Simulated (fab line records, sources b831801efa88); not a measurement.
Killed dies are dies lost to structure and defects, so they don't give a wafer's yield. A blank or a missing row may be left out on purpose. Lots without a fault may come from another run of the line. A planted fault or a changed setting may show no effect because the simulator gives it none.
Split-lot experiment | flow sfq_line | 5 lots, 23 wafers read, on a route of 325 steps

THE SPLIT
At SFQ_TRILAYER_I7_VIA_LITHO_PEB_190 (peb time 60 s), the setting peb_temp_c was moved away from the recipe's 115 C on 11 of the 23 wafers read, by -2.7% to +2.3%. The other wafers ran this setting at the recipe's value.

FROM THE SPLIT TO THE READING: what the file shows between them, 1 step
- SFQ_TRILAYER_I7_VIA_LITHO_DEVELOP_189: time 60 s

THE READING
I7.cd_nm (the simulator's own value, which no gauge read), in nm, at SFQ_TRILAYER_I7_VIA_BARC_OPEN_VIA_ETCH_260 (etches BARC in O2, target depth 125 nm, time 41.7 s). The file gives no usual value for it. The 12 wafers here that ran the recipe average 1001.9 nm, standard deviation 1.6 nm.

wafer  | tool, chamber at the split | peb_temp_c as run, C | against the recipe | I7.cd_nm, nm | against lot-mates on the recipe
L074.1 | litho_track-03, 0          | 117.7                | +2.3%              | 1047         | +46.3
L074.2 | litho_track-03, 0          | 115                  | recipe             | 1001         | -
L074.4 | litho_track-03, 0          | 115                  | recipe             | 1001         | -
L074.3 | litho_track-03, 0          | 115                  | recipe             | 1000         | -
L074.5 | litho_track-03, 0          | 117.7                | +2.3%              | 1046         | +45.3
L077.1 | litho_track-03, 0          | 111.9                | -2.7%              | 938.1        | -63.4
L077.2 | litho_track-03, 0          | 115                  | recipe             | 1001         | -
L077.3 | litho_track-03, 0          | 111.9                | -2.7%              | 938.4        | -63.1
L077.4 | litho_track-03, 0          | 111.9                | -2.7%              | 935.6        | -65.9
L077.5 | litho_track-03, 0          | 115                  | recipe             | 1002         | -
L078.2 | litho_track-01, 0          | 115                  | recipe             | 1004         | -
L078.3 | litho_track-01, 0          | 115                  | recipe             | 1000         | -
L078.4 | litho_track-01, 0          | 116.1                | +1.0%              | 1021         | +19.0
L078.5 | litho_track-01, 0          | 116.1                | +1.0%              | 1021         | +19.0
L078.6 | litho_track-01, 0          | 116.1                | +1.0%              | 1021         | +19.0
L079.1 | litho_track-01, 0          | 112.4                | -2.3%              | 947.6        | -53.4
L079.2 | litho_track-01, 0          | 112.4                | -2.3%              | 949.1        | -51.9
L079.3 | litho_track-01, 0          | 112.4                | -2.3%              | 947.1        | -53.9
L079.5 | litho_track-01, 0          | 115                  | recipe             | 1001         | -
L079.6 | litho_track-01, 0          | 115                  | recipe             | 1001         | -
L081.1 | litho_track-04, 0          | 115                  | recipe             | 1004         | -
L081.4 | litho_track-04, 0          | 115                  | recipe             | 1004         | -
L081.6 | litho_track-04, 0          | 115                  | recipe             | 1004         | -

THE FIT
A straight line over all 23 wafers: I7.cd_nm changes by +22.3 nm for each +1% of peb_temp_c; r = +1.00; the points scatter about the line by 2.9 nm.
The same after taking each lot's own level away (the mean of its wafers on the recipe; 23 wafers): +22.3 nm for each +1%; r = +1.00; scatter 2.4 nm.
On that fit, the largest move of peb_temp_c shifts the reading by 60 nm.
The lots' own levels span 1000.67 to 1004.00 nm, that is 2.1 times the standard deviation above.
So the lot-to-lot level changes the slope little: the two slopes agree.
Check: with one of the wafers moved furthest among these (-2.7%) left out of the fit, the line predicts -61.6 nm for it against its lot-mates. It came out at -63.4 nm against them.

OTHER SPLITS ON THESE WAFERS
These wafers also went through other splits before the reading. Each is held against what the fit with the lots' levels taken away leaves over:
other split on the same wafers                    | wafers away from the commonest value | r with I7.cd_nm (lot level and that fit taken away)
SFQ_TRILAYER_R5_BARC_OPEN_METAL_ETCH_177 time_s   | 11                                   | -0.41
SFQ_TRILAYER_I5_LITHO_COAT_144 resist_thk_nm      | 10                                   | -0.07
SFQ_TRILAYER_C5_LITHO_PEB_154 peb_temp_c          | 11                                   | +0.04
SFQ_TRILAYER_I6_CMP_CMP_166 leave_above_ref_nm    | 10                                   | +0.18
SFQ_TRILAYER_I6_VIA_BARC_OPEN_VIA_ETCH_235 bias_w | 10                                   | -0.18
SFQ_TRILAYER_M7_LITHO_COAT_182 spin_rpm           | 10                                   | -0.18
SFQ_TRILAYER_I7_DEP_PECVD_183 time_s              | 12                                   | +0.46

THE FILE'S OWN FIT
I7.cd_nm changes by +22.2 nm for each +1% of peb_temp_c, r = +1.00.
